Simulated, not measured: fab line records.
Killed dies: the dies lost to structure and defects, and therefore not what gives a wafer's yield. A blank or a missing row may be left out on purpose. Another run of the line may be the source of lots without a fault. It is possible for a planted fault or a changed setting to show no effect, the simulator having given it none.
fab line records	flow sky130	part 1 of 2: steps 1 to 34 of 35
record: lots: 7	wafers: 21	last-day: 50
route steps=708 shown SD_P@327 RES_XHIGH@332 SD_N@342 SALICIDE@361 PAD_OPEN@708
lots with no fault: from the same line, run without faults
start-h: hours from the record's first day to the start of the lot's first wafer shown	wait-h: hours since the lot's step before	" unchanged from the row above	L1.1+2: several wafers, shown together as one row	- either no value or no given start	* or withheld: withheld	< > ~ a bound
route shown NAME@n: a module of which the file shows steps, and the number in the route of the first	usual: mean and standard deviation over wafers with no fault	same: alike in all rows	chamber/n: place in a boat	sites: readings site by site	_std_site: their standard deviation	_edge_site: inner sites' mean taken away from outer sites' mean	radius-mm: for every site, how far away it sits from the centre of the wafer	mask NAME#n: copy n	behind: the last tool/chamber to shape the wafer	hold: the reason the lot was held/the length of the hold in hours/how it ended	device: which transistor (n, p or np) failed to switch	end of line: the route-end tests of the same wafers	for a step that has no rows: nothing shown but its recipe	killed: dies that structure and defects cost at the first sort, which is not the same as the wafer's yield	map: the dies of a wafer, with x for killed, . for not killed, _ for no die there
set.NAME: the setting as run; set.NAME@STEP: as run at that earlier step	model.NAME: the simulator's own value behind a step, which no gauge read
a table for each step, a row for each wafer; lots at some steps of the route
services: a tool's chamber out of use, with start hour (start-h, from the record's first day; less than 0 if before it), hours out, and reason
== steps ==
step: SKY_SD_P_CD_MEAS_07
recipe: target-cd-nm: 380
usual: cd-nm: 379.5/2.5
lot.wafer	tool	chamber	start-h	wait-h	cd-nm
L856.1	cd-sem-02	-	618.86	0.1	373.6
L856.4	"	-	"	"	378.5
L856.6	"	-	"	"	377.5
L858.2	cd-sem-01	-	661.25	0.1	375.5
L858.3	"	-	"	"	376.2
L858.5	"	-	"	"	376.9
L864.2	cd-sem-02	-	719.25	0.1	377.3
L864.3	"	-	"	"	379.0
L864.5	"	-	"	"	379.7
L868.1	cd-sem-01	-	723.03	0.1	378.7
L868.2	"	-	"	"	378.9
L868.6	"	-	"	"	379.1
L867.2	cd-sem-02	-	725.10	0.1	377.0
L867.3	"	-	"	"	375.6
L867.5	"	-	"	"	378.6
L871.2	cd-sem-02	-	742.10	0.1	382.8
L871.3	"	-	"	"	383.1
L871.4	"	-	"	"	385.2
L872.2	cd-sem-01	-	753.85	0.1	380.2
L872.5	"	-	"	"	380.2
L872.6	"	-	"	"	380.2
step: SKY_SD_P_OVL_MEAS_08
usual: SD_P_OVL: 1.0/1.8
lot.wafer	tool	chamber	start-h	wait-h	SD_P_OVL[nm]
L856.1	overlay-01	-	618.98	0.1	1.3
L856.4	"	-	"	"	3.7
L856.6	"	-	"	"	0.2
L858.2	overlay-02	-	661.35	0.1	-2.7
L858.3	"	-	"	"	-2.4
L858.5	"	-	"	"	-1.6
L864.2	overlay-02	-	719.35	0.1	1.7
L864.3	"	-	"	"	1.8
L864.5	"	-	"	"	1.9
L868.1	overlay-02	-	723.15	0.1	1.6
L868.2	"	-	"	"	0.7
L868.6	"	-	"	"	2.1
L867.2	overlay-02	-	725.20	0.1	-0.1
L867.3	"	-	"	"	-1.6
L867.5	"	-	"	"	-1.0
L871.2	overlay-01	-	742.21	0.1	-0.7
L871.3	"	-	"	"	0.9
L871.4	"	-	"	"	1.5
L872.2	overlay-02	-	753.95	0.1	-0.5
L872.5	"	-	"	"	-2.9
L872.6	"	-	"	"	-1.7
step: SKY_SD_P_IMPLANT_09
recipe: species: BF2	energy-kev: 20.34	dose-cm2: 3e+15	tilt-deg: 0
step: SKY_SD_P_STRIP_10
recipe: chemistry: O2/N2	power-w: 1400	pressure-mtorr: 1500	platen-temp-c: withheld	o2-flow-sccm: 3000	n2-flow-sccm: 300	overash-fraction: 0.5
usual: drypump-motor-current-A: 5.5/0.46	oes-product-au: 0.616/0.0044	strip-time-to-endpoint-s: 17.56/0.039
same: overash-fraction: 0.5
lot.wafer	tool	chamber	start-h	wait-h	drypump-motor-current-A	oes-product-au	rf-hours-counter-h	strip-time-to-endpoint-s
L856.1	plasma-asher-02	1	619.17	0.1	5.4	0.617	17	17.55
L856.4	"	0	"	"	5.1	0.621	-	17.54
L856.6	"	1	"	"	5.4	0.611	-	17.54
L858.2	plasma-asher-02	0	661.53	0.1	5.1	0.615	21	17.58
L858.3	"	1	"	"	5.4	0.605	-	17.59
L858.5	"	1	"	"	5.4	0.616	-	17.59
L864.2	plasma-asher-02	0	719.53	0.1	5.1	0.616	27	17.62
L864.3	"	1	"	"	5.4	0.608	-	17.61
L864.5	"	0	"	"	5.1	0.617	-	17.62
L868.1	plasma-asher-01	1	723.34	0.1	4.9	0.624	103	17.59
L868.2	"	0	"	"	5.7	0.617	103	17.59
L868.6	"	0	"	"	5.8	0.612	-	17.56
L867.2	plasma-asher-02	0	725.38	0.1	5.1	0.613	27	17.59
L867.3	"	0	"	"	5.1	0.611	-	17.64
L867.5	"	1	"	"	5.4	0.614	-	17.60
L871.2	plasma-asher-04	1	742.39	0.1	6.1	0.615	94	17.54
L871.3	"	1	"	"	6.1	0.616	-	17.54
L871.4	"	0	"	"	6.1	0.616	-	17.54
L872.2	plasma-asher-01	0	754.13	0.1	5.8	0.620	1	17.57
L872.5	"	0	"	"	5.8	0.620	-	17.57
L872.6	"	1	"	"	4.9	0.614	-	17.59
step: SKY_SD_P_TW_MEAS_11
usual: SD_P_TW: 2876/24
lot.wafer	tool	chamber	start-h	wait-h	SD_P_TW
L856.1	film-metro-01	-	619.27	0.1	2898
L856.4	"	-	"	"	2895
L856.6	"	-	"	"	2901
L858.2	film-metro-01	-	661.64	0.1	2942
L858.3	"	-	"	"	2954
L858.5	"	-	"	"	2928
L864.2	film-metro-02	-	719.64	0.1	2869
L864.3	"	-	"	"	2887
L864.5	"	-	"	"	2860
L868.1	film-metro-01	-	723.44	0.1	2888
L868.2	"	-	"	"	2879
L868.6	"	-	"	"	2887
L867.2	film-metro-01	-	725.49	0.1	2895
L867.3	"	-	"	"	2894
L867.5	"	-	"	"	2880
L871.2	film-metro-02	-	742.50	0.1	2861
L871.3	"	-	"	"	2848
L871.4	"	-	"	"	2859
L872.2	film-metro-02	-	754.24	0.1	2885
L872.5	"	-	"	"	2875
L872.6	"	-	"	"	2880
step: SKY_RES_XHIGH_DEHYDRATE_00
recipe: temp-c: 200	time-s: 60
step: SKY_RES_XHIGH_HMDS_01
recipe: prime-time-s: 60	prime-temp-c: 120
step: SKY_RES_XHIGH_COAT_02
recipe: resist: NOVOLAK	spin-rpm: 3000	resist-thk-nm: 1140
step: SKY_RES_XHIGH_SOFTBAKE_03
recipe: temp-c: 90	time-s: 60	resist: NOVOLAK
step: SKY_RES_XHIGH_EXPOSE_04
recipe: mask-id: URPM	na: 0.6	source-shape: conventional	sigma-outer: 0.6	polarization: unpolarized	target-cd-nm: 1270	dose-mj: 140
step: SKY_RES_XHIGH_PEB_05
recipe: temp-c: withheld	time-s: *	resist: NOVOLAK
step: SKY_RES_XHIGH_DEVELOP_06
recipe: resist: NOVOLAK	developer: TMAH	develop-time-s: 60	dev-temp-c: 23
step: SKY_RES_XHIGH_IMPLANT_07
recipe: species: BF2	energy-kev: 20	dose-cm2: 3.6e+14	tilt-deg: 0
usual: beam-on-s: 38/3.8	dose-ions-cm2: 3.602e+14/3.6e+11
lot.wafer	tool	chamber	start-h	wait-h	beam-on-s	dose-ions-cm2
L856.1	implanter-04	0	648.18	0.1	43	3.605e+14
L856.4	"	0	"	"	42	3.603e+14
L856.6	"	0	"	"	42	3.6e+14
L858.2	implanter-03	0	689.30	0.1	37	3.602e+14
L858.3	"	0	"	"	37	3.603e+14
L858.5	"	0	"	"	36	3.606e+14
L864.2	implanter-04	0	747.62	0.1	24	2.042e+14
L864.3	"	0	"	"	24	2.042e+14
L864.5	"	0	"	"	24	2.047e+14
L868.1	implanter-04	0	751.18	0.1	24	2.04e+14
L868.2	"	0	"	"	23	2.041e+14
L868.6	"	0	"	"	24	2.036e+14
L867.2	implanter-04	0	753.55	0.1	23	2.043e+14
L867.3	"	0	"	"	24	2.039e+14
L867.5	"	0	"	"	24	2.04e+14
L871.2	implanter-02	0	769.67	0.1	34	3.599e+14
L871.3	"	0	"	"	33	3.598e+14
L871.4	"	0	"	"	33	3.6e+14
L872.2	implanter-03	0	780.35	0.1	37	3.595e+14
L872.5	"	0	"	"	38	3.6e+14
L872.6	"	0	"	"	36	3.612e+14
step: SKY_RES_XHIGH_STRIP_08
recipe: chemistry: O2/N2	power-w: 1400	pressure-mtorr: 1500	platen-temp-c: withheld	o2-flow-sccm: 3000	n2-flow-sccm: 300	overash-fraction: 0.5
usual: drypump-motor-current-A: 5.4/0.35	oes-product-au: 0.711/0.0044	strip-time-to-endpoint-s: 14.27/0.036
same: overash-fraction: 0.5
lot.wafer	tool	chamber	start-h	wait-h	drypump-motor-current-A	oes-product-au	rf-hours-counter-h	strip-time-to-endpoint-s
L856.1	plasma-asher-03	1	648.33	0.1	5.9	0.721	53	14.25
L856.4	"	0	"	"	5.3	0.712	-	14.28
L856.6	"	0	"	"	5.3	0.703	-	14.25
L858.2	plasma-asher-01	0	689.43	0.1	5.7	0.711	100	14.31
L858.3	"	0	"	"	5.7	0.709	-	14.27
L858.5	"	1	"	"	4.9	0.714	-	14.28
L864.2	plasma-asher-02	1	747.75	0.1	5.4	0.715	30	14.18
L864.3	"	0	"	"	5.1	0.719	-	14.18
L864.5	"	1	"	"	5.4	0.719	-	14.17
L868.1	plasma-asher-01	0	751.33	0.1	5.7	0.715	1	14.17
L868.2	"	1	"	"	4.9	0.707	1	14.12
L868.6	"	1	"	"	4.9	0.709	-	14.17
L867.2	plasma-asher-03	1	753.68	0.1	5.9	0.720	63	14.18
L867.3	"	1	"	"	5.9	0.714	-	14.17
L867.5	"	1	"	"	5.9	0.708	-	14.15
L871.2	plasma-asher-01	0	769.80	0.1	5.7	0.710	2	14.27
L871.3	"	1	"	"	4.9	0.709	-	14.25
L871.4	"	0	"	"	5.7	0.713	-	14.26
L872.2	plasma-asher-03	1	780.48	0.1	5.9	0.709	66	14.27
L872.5	"	0	"	"	5.3	0.712	-	14.27
L872.6	"	1	"	"	5.9	0.718	-	14.29
step: SKY_RES_XHIGH_TW_MEAS_09
usual: RES_XHIGH_TW: 1655/12
lot.wafer	tool	chamber	start-h	wait-h	RES_XHIGH_TW
L856.1	film-metro-02	-	648.43	0.1	1655
L856.4	"	-	"	"	1652
L856.6	"	-	"	"	1655
L858.2	film-metro-02	-	689.54	0.1	1651
L858.3	"	-	"	"	1658
L858.5	"	-	"	"	1660
L864.2	film-metro-02	-	747.86	0.1	1398
L864.3	"	-	"	"	1395
L864.5	"	-	"	"	1393
L868.1	film-metro-02	-	751.43	0.1	1394
L868.2	"	-	"	"	1400
L868.6	"	-	"	"	1391
L867.2	film-metro-03	-	753.79	0.1	1385
L867.3	"	-	"	"	1396
L867.5	"	-	"	"	1380
L871.2	film-metro-02	-	769.91	0.1	1662
L871.3	"	-	"	"	1658
L871.4	"	-	"	"	1665
L872.2	film-metro-03	-	780.59	0.1	1650
L872.5	"	-	"	"	1641
L872.6	"	-	"	"	1646
step: SKY_SD_N_DEHYDRATE_00
recipe: temp-c: 200	time-s: 60
step: SKY_SD_N_HMDS_01
recipe: prime-time-s: 60	prime-temp-c: 120
step: SKY_SD_N_COAT_02
recipe: resist: NOVOLAK	spin-rpm: 3000	resist-thk-nm: 1140
step: SKY_SD_N_SOFTBAKE_03
recipe: temp-c: 90	time-s: 60	resist: NOVOLAK
step: SKY_SD_N_EXPOSE_04
recipe: mask-id: NSDM	na: 0.6	source-shape: conventional	sigma-outer: 0.6	polarization: unpolarized	target-cd-nm: 380	dose-mj: 141
step: SKY_SD_N_PEB_05
recipe: temp-c: withheld	time-s: *	resist: NOVOLAK
step: SKY_SD_N_DEVELOP_06
recipe: resist: NOVOLAK	developer: TMAH	develop-time-s: 60	dev-temp-c: 23
step: SKY_SD_N_CD_MEAS_07
recipe: target-cd-nm: 380
usual: cd-nm: 379.8/2.5
lot.wafer	tool	chamber	start-h	wait-h	cd-nm
L856.1	cd-sem-01	-	676.73	0.1	382.2
L856.4	"	-	"	"	382.7
L856.6	"	-	"	"	383.0
L858.2	cd-sem-01	-	717.33	0.1	379.7
L858.3	"	-	"	"	379.2
L858.5	"	-	"	"	380.8
L864.2	cd-sem-02	-	774.58	0.1	381.6
L864.3	"	-	"	"	381.4
L864.5	"	-	"	"	384.1
L868.1	cd-sem-01	-	778.40	0.1	382.4
L868.2	"	-	"	"	383.0
L868.6	"	-	"	"	382.1
L867.2	cd-sem-01	-	780.35	0.1	376.5
L867.3	"	-	"	"	377.3
L867.5	"	-	"	"	379.1
L871.2	cd-sem-02	-	796.77	0.1	379.0
L871.3	"	-	"	"	382.4
L871.4	"	-	"	"	381.1
L872.2	cd-sem-02	-	806.97	0.1	378.4
L872.5	"	-	"	"	378.7
L872.6	"	-	"	"	377.0
step: SKY_SD_N_OVL_MEAS_08
usual: SD_N_OVL: 0.1/1.4
lot.wafer	tool	chamber	start-h	wait-h	SD_N_OVL[nm]
L856.1	overlay-01	-	676.85	0.1	-0.6
L856.4	"	-	"	"	-0.2
L856.6	"	-	"	"	0.1
L858.2	overlay-02	-	717.44	0.1	-1.2
L858.3	"	-	"	"	0.7
L858.5	"	-	"	"	-0.4
L864.2	overlay-02	-	774.69	0.1	-1.1
L864.3	"	-	"	"	-1.1
L864.5	"	-	"	"	-2.6
L868.1	overlay-01	-	778.52	0.1	2.2
L868.2	"	-	"	"	0.4
L868.6	"	-	"	"	2.1
L867.2	overlay-02	-	780.46	0.1	-1.7
L867.3	"	-	"	"	-1.8
L867.5	"	-	"	"	0.3
L871.2	overlay-01	-	796.87	0.1	1.3
L871.3	"	-	"	"	0.6
L871.4	"	-	"	"	-1.3
L872.2	overlay-02	-	807.07	0.1	1.5
L872.5	"	-	"	"	0.2
L872.6	"	-	"	"	2.7
step: SKY_SD_N_IMPLANT_09
recipe: species: As	energy-kev: 50	dose-cm2: 4e+15	tilt-deg: 0
step: SKY_SD_N_IMPLANT_10
recipe: species: P	energy-kev: 20	dose-cm2: 1e+14	tilt-deg: 0
step: SKY_SD_N_STRIP_11
recipe: chemistry: O2/N2	power-w: 1400	pressure-mtorr: 1500	platen-temp-c: withheld	o2-flow-sccm: 3000	n2-flow-sccm: 300	overash-fraction: 0.5
usual: drypump-motor-current-A: 5.7/0.41	oes-product-au: 0.527/0.0044	strip-time-to-endpoint-s: 22.54/0.041
same: overash-fraction: 0.5
lot.wafer	tool	chamber	start-h	wait-h	drypump-motor-current-A	oes-product-au	rf-hours-counter-h	strip-time-to-endpoint-s
L856.1	plasma-asher-03	0	677.19	0.1	5.3	0.527	56	22.52
L856.4	"	0	"	"	5.3	0.524	-	22.48
L856.6	"	0	"	"	5.3	0.528	-	22.51
L858.2	plasma-asher-03	1	717.77	0.1	5.9	0.529	60	22.54
L858.3	"	0	"	"	5.3	0.523	-	22.57
L858.5	"	1	"	"	5.9	0.524	-	22.54
L864.2	plasma-asher-01	1	775.02	0.1	5.0	0.518	3	22.57
L864.3	"	0	"	"	5.7	0.523	-	22.55
L864.5	"	1	"	"	4.9	0.527	-	22.53
L868.1	plasma-asher-03	1	778.85	0.1	5.9	0.528	66	22.50
L868.2	"	0	"	"	5.3	0.522	66	22.50
L868.6	"	1	"	"	5.9	0.528	-	22.49
L867.2	plasma-asher-01	1	780.79	0.1	5.0	0.527	4	22.53
L867.3	"	1	"	"	5.0	0.532	-	22.57
L867.5	"	1	"	"	5.0	0.531	-	22.55
L871.2	plasma-asher-04	1	797.20	0.1	6.1	0.529	99	22.56
L871.3	"	1	"	"	6.1	0.523	-	22.52
L871.4	"	0	"	"	6.1	0.523	-	22.51
L872.2	plasma-asher-04	0	807.40	0.1	6.1	0.528	100	22.55
L872.5	"	0	"	"	6.1	0.527	-	22.61
L872.6	"	1	"	"	6.2	0.530	-	22.56
step: SKY_SD_N_TW_MEAS_12
usual: SD_N_TW: 4025/29
lot.wafer	tool	chamber	start-h	wait-h	SD_N_TW
L856.1	film-metro-02	-	677.29	0.1	4036
L856.4	"	-	"	"	4033
L856.6	"	-	"	"	4027
L858.2	film-metro-02	-	717.88	0.1	4046
L858.3	"	-	"	"	4020
L858.5	"	-	"	"	4033
L864.2	film-metro-03	-	775.13	0.1	4000
L864.3	"	-	"	"	4017
L864.5	"	-	"	"	4019
L868.1	film-metro-01	-	778.95	0.1	4053
L868.2	"	-	"	"	4066
L868.6	"	-	"	"	4037
L867.2	film-metro-03	-	780.90	0.1	3994
L867.3	"	-	"	"	3989
L867.5	"	-	"	"	3995
L871.2	film-metro-01	-	797.31	0.1	4058
L871.3	"	-	"	"	4061
L871.4	"	-	"	"	4024
L872.2	film-metro-02	-	807.51	0.1	4038
L872.5	"	-	"	"	4044
L872.6	"	-	"	"	4010
step: SKY_SD_N_CLEAN_13
recipe: chemistry: SC1/SC2	mix: 1:4:20	temp-c: 70	time-s: 150	dry: n2-spin
step: SKY_SD_N_RTA_14
recipe: temp-c: 1075	time-s: 2	idle-temp-c: 650	ramp-up-c-per-s: 150	ramp-down-c-per-s: 90	ambient: N2
usual: lamp-power-pct: 15.73/0.053	wafer_temp_C_max: 1077.9/1.3
same: time-s: 2
lot.wafer	tool	chamber	start-h	wait-h	lamp-power-pct	wafer_temp_C_max
L856.1	rtp-anneal-02	0	677.45	0.0	15.75	1079.9
L856.4	"	0	"	"	15.73	1079.7
L856.6	"	0	"	"	15.77	1079.7
L858.2	rtp-anneal-01	0	717.99	0.0	15.77	1075.9
L858.3	"	0	"	"	15.83	1076.6
L858.5	"	0	"	"	15.72	1078.5
L864.2	rtp-anneal-01	0	775.24	0.0	15.75	1076.0
L864.3	"	0	"	"	15.76	1077.0
L864.5	"	0	"	"	15.76	1077.0
L868.1	rtp-anneal-02	0	779.06	0.0	15.69	1078.2
L868.2	"	0	"	"	15.76	1076.8
L868.6	"	0	"	"	15.70	1078.3
L867.2	rtp-anneal-01	0	781.01	0.0	15.67	1076.0
L867.3	"	0	"	"	15.73	1076.2
L867.5	"	0	"	"	15.73	1079.7
L871.2	rtp-anneal-02	0	797.44	0.0	15.74	1076.7
L871.3	"	0	"	"	15.73	1076.1
L871.4	"	0	"	"	15.69	1078.3
L872.2	rtp-anneal-01	0	807.63	0.0	15.75	1076.1
L872.5	"	0	"	"	15.70	1077.3
L872.6	"	0	"	"	15.75	1078.9
step: SKY_SD_N_RS_MEAS_16
recipe: thk-meas-gauge: four-point-probe
usual: SD_N_RS: 68.55/0.11
lot.wafer	tool	chamber	start-h	wait-h	SD_N_RS[ohm/sq]
L856.1	film-metro-01	-	677.62	0.1	68.55
L856.4	"	-	"	"	68.70
L856.6	"	-	"	"	68.51
L858.2	film-metro-02	-	718.17	0.1	68.53
L858.3	"	-	"	"	68.50
L858.5	"	-	"	"	68.44
L864.2	film-metro-01	-	775.43	0.1	68.34
L864.3	"	-	"	"	68.44
L864.5	"	-	"	"	68.63
L868.1	film-metro-02	-	779.24	0.1	68.44
L868.2	"	-	"	"	68.82
L868.6	"	-	"	"	68.59
L867.2	film-metro-03	-	781.20	0.1	68.60
L867.3	"	-	"	"	68.61
L867.5	"	-	"	"	68.57
L871.2	film-metro-01	-	797.66	0.1	68.34
L871.3	"	-	"	"	68.42
L871.4	"	-	"	"	68.47
L872.2	film-metro-02	-	807.81	0.1	68.42
L872.5	"	-	"	"	68.54
L872.6	"	-	"	"	68.65
step: SKY_SD_N_RS_MEAS_17
recipe: thk-meas-gauge: four-point-probe
usual: SD_P_RS: 145.9/0.34
lot.wafer	tool	chamber	start-h	wait-h	SD_P_RS[ohm/sq]
L856.1	film-metro-01	-	677.74	0.1	145.7
L856.4	"	-	"	"	146.0
L856.6	"	-	"	"	146.0
L858.2	film-metro-02	-	718.29	0.1	145.8
L858.3	"	-	"	"	145.6
L858.5	"	-	"	"	146.0
L864.2	film-metro-01	-	775.55	0.1	144.9
L864.3	"	-	"	"	145.5
L864.5	"	-	"	"	145.6
L868.1	film-metro-02	-	779.36	0.1	146.0
L868.2	"	-	"	"	145.7
L868.6	"	-	"	"	145.9
L867.2	film-metro-03	-	781.32	0.1	145.4
L867.3	"	-	"	"	145.9
L867.5	"	-	"	"	145.7
L871.2	film-metro-01	-	797.78	0.1	145.7
L871.3	"	-	"	"	145.1
L871.4	"	-	"	"	145.9
L872.2	film-metro-02	-	807.93	0.1	146.1
L872.5	"	-	"	"	146.4
L872.6	"	-	"	"	146.4
step: SKY_SD_N_RS_MEAS_18
recipe: thk-meas-gauge: four-point-probe
usual: RES_XHIGH_RS: 333.2/1.1
lot.wafer	tool	chamber	start-h	wait-h	RES_XHIGH_RS[ohm/sq]
L856.1	film-metro-01	-	677.86	0.1	332.8
L856.4	"	-	"	"	333.1
L856.6	"	-	"	"	333.2
L858.2	film-metro-02	-	718.41	0.1	331.5
L858.3	"	-	"	"	329.9
L858.5	"	-	"	"	330.3
L864.2	film-metro-01	-	775.67	0.1	527.1
L864.3	"	-	"	"	526.7
L864.5	"	-	"	"	525.6
L868.1	film-metro-02	-	779.48	0.1	527.5
L868.2	"	-	"	"	527.9
L868.6	"	-	"	"	527.8
L867.2	film-metro-03	-	781.44	0.1	529.1
L867.3	"	-	"	"	527.4
L867.5	"	-	"	"	529.5
L871.2	film-metro-01	-	797.90	0.1	332.4
L871.3	"	-	"	"	333.5
L871.4	"	-	"	"	332.5
L872.2	film-metro-02	-	808.05	0.1	333.2
L872.5	"	-	"	"	333.0
L872.6	"	-	"	"	335.3
step: SKY_SALICIDE_CLEAN_00
recipe: chemistry: HF-last	time-s: 29.05	dilution: 100:1	dry: ipa-marangoni
== key ==
first-sign: step: SKY_RES_XHIGH_IMPLANT_07	reading: dose-ions-cm2	direction: down	sigmas: 99+	usual: *	struck: *
effect: step: SKY_RES_XHIGH_IMPLANT_07	reading: beam-on-s	direction: down	sigmas: 3.7	usual: 38	struck: 24
effect: step: SKY_RES_XHIGH_STRIP_08	reading: strip-time-to-endpoint-s	direction: down	sigmas: 2.8	usual: *	struck: *
effect: step: SKY_RES_XHIGH_TW_MEAS_09	reading: RES_XHIGH_TW	direction: down	sigmas: 22	usual: 1655	struck: 1392
effect: step: SKY_SD_N_RS_MEAS_18	reading: RES_XHIGH_RS	direction: up	sigmas: 99+	usual: 333.2	struck: 527.6
model-effect: step: SKY_PAD_OPEN_PROBE_99	value: etest.res-xhigh-po.line-ohm-um	without: 5644	struck: 2.065e+04
met-at SKY_RES_XHIGH_IMPLANT_07
struck-wafers L864.2,L864.3,L864.5,L867.2,L867.3,L867.5,L868.1,L868.2,L868.6
tester-left-out L864,L867,L868
onset-between 648.18 747.62
fault: kind: process-parameter-drift	tool: implanter-04	chamber: -	onset-h: 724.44	steps: SKY_RES_XHIGH_IMPLANT_07	channel: dose-cm2	offset: *	shape: step	end-h: 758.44	acts-in: *	stated: *
tester-left-out: of these lots the tester's yield and bins aren't shown, on N5 and GAA mostly nor the transistor test; their killed dies are dies lost to structure and defects alone, not to doping, threshold or leakage, so they don't give the yield
